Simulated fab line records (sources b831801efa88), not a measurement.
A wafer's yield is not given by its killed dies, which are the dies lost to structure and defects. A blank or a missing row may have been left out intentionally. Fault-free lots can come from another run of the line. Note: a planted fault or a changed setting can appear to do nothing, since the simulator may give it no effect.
The tool behind it: which one? -- flow sky130 -- 13 lots, 39 wafers sampled, at 3 steps of a route of 708

WHAT THE GAUGES SHOWED, per wafer
SKY_LDD_HVN_TW_MEAS_10.
lot,measured,on,LDD_HVN_TW
L668,day 20 10:02,film metro-02,1455 1453 1464
L669,day 20 16:34,film metro-03,1431 1428 1428
L671,day 21 14:55,film metro-03,1409 1413 1406
L672,day 22 01:26,film metro-02,1440 1448 1446
L675,day 23 07:23,film metro-02,1456 1453 1451
L677,day 23 19:47,film metro-03,1416 1430 1417
L679,day 25 01:29,film metro-01,1444 1437 1440
L681,day 25 12:37,film metro-01,1434 1435 1442
L683,day 26 20:08,film metro-01,1429 1444 1437
L685,day 26 21:58,film metro-01,1443 1435 1436
L687,day 27 09:37,film metro-01,1434 1441 1436
L690,day 28 12:22,film metro-01,1442 1427 1442
L691,day 28 15:02,film metro-02,1463 1453 1462

SKY_POLY_CUT_OVL_MEAS_09.
lot,measured,on,POLY_CUT_OVL (nm)
L668,day 24 07:33,overlay-01,3 -3 3
L669,day 24 14:14,overlay-01,0 7 1
L671,day 25 10:00,overlay-01,-4 -1 -5
L672,day 25 20:24,overlay-01,-1 0 3
L675,day 27 02:14,overlay-02,2 -3 -4
L677,day 27 13:07,overlay-02,6 6 4
L679,day 28 18:52,overlay-01,-9 -1 -1
L687,day 30 23:19,overlay-01,0 -2 -5
L690,day 32 02:10,overlay-01,0 -8 -3
L691,day 32 04:19,overlay-02,-9 -7 -10

WHICH TOOL RAN EACH LOT (tool, then ch and the chambers of the sampled wafers, then the start)
lot,SKY_SPACER_ETCHBACK_02
L668,"rie diel-02 ch 0,2,3, day 23 01:29"
L669,"rie diel-02 ch 0,2,3, day 23 08:26"
L671,"rie diel-02 ch 0,2,3, day 24 04:47"
L672,"rie diel-03 ch 0,1,2, day 24 15:29"
L675,"rie diel-02 ch 0,1,2, day 25 20:59"
L677,"rie diel-03 ch 0,1,3, day 26 08:06"
L679,"rie diel-01 ch 1,2,3, day 27 13:51"
L681,"rie diel-02 ch 0,1,3, day 28 00:39"
L683,"rie diel-01 ch 0,2, day 29 07:10"
L685,"rie diel-03 ch 1,2, day 29 08:22"
L687,"rie diel-01 ch 1,2, day 29 19:59"
L690,"rie diel-01 ch 0,1,3, day 30 22:48"
L691,"rie diel-01 ch 1,2, day 31 01:12"
- SKY_SPACER_ETCHBACK_02: etches Si3N4 in CH3F/O2, stops on SiO2, time 46.7 s, target depth 45 nm.

WHAT THE TOOLS THEMSELVES READ (means of the sampled wafers that have a number; where no wafer has one, the mark that the record gives instead)
SKY_SPACER_ETCHBACK_02.
lot,tool,O2_flow_sccm (sccm),bias w (W),ch3f flow sccm (sccm),drypump motor current A (A),oes product au (a.u.),throttle valve pct (%)
L668,rie diel-02,29.98,80.09,40.08,6.0,0.853,10.553
L669,rie diel-02,29.89,80.16,40.01,6.1,0.842,10.562
L671,rie diel-02,29.95,80.07,40.18,6.0,0.857,10.568
L672,rie diel-03,30.02,80.05,40.13,5.5,0.846,10.561
L675,rie diel-02,30.07,80.04,39.97,5.8,0.842,10.565
L677,rie diel-03,30.03,79.87,40.10,5.6,0.858,10.557
L679,rie diel-01,30.02,79.98,40.03,5.8,0.853,10.559
L681,rie diel-02,-,-,-,-,-,-
L683,rie diel-01,-,-,-,-,-,-
L685,rie diel-03,-,-,-,-,-,-
L687,rie diel-01,30.07,80.15,40.18,6.0,0.849,10.554
L690,rie diel-01,30.08,80.04,39.86,5.5,0.841,10.561
L691,rie diel-01,30.02,80.16,40.16,6.0,0.850,10.557

THE ANSWER, worked out from the rows above alone
Rule: the usual values come from the lots themselves. Put in order of their means at a reading, lots are off if they are a third of the lots or fewer, leave a main group of 4 or more, and stand apart from it by a gap of 3 or more times the standard deviation of the main group's means; of several such gaps the widest counts. If all means in a main group match to the digits the tables above print for the reading, that group is not used. Also off: a lot with no number at a reading for which 4 or more lots have one. The other lots that the step has rows for count as sound. The gauges are gone through in route order, then the tools' own readings, and for those a lot's mean is taken as printed above. At the first step where some lot is off, the reading lying furthest off is the one used; lots without a number count as furthest.
Off: L681, L683, L685, at SKY_SPACER_ETCHBACK_02 (O2_flow_sccm). Without a number there: L681, L683, L685. For the main group the mean is 30.01 sccm and the standard deviation 0.056.
A tool fits if, at that step or a process step before it, it ran every lot that is off, and no sound lot after the first of them. No candidate that was tried fits.

WHAT WAS PUT IN BY THE SIMULATOR
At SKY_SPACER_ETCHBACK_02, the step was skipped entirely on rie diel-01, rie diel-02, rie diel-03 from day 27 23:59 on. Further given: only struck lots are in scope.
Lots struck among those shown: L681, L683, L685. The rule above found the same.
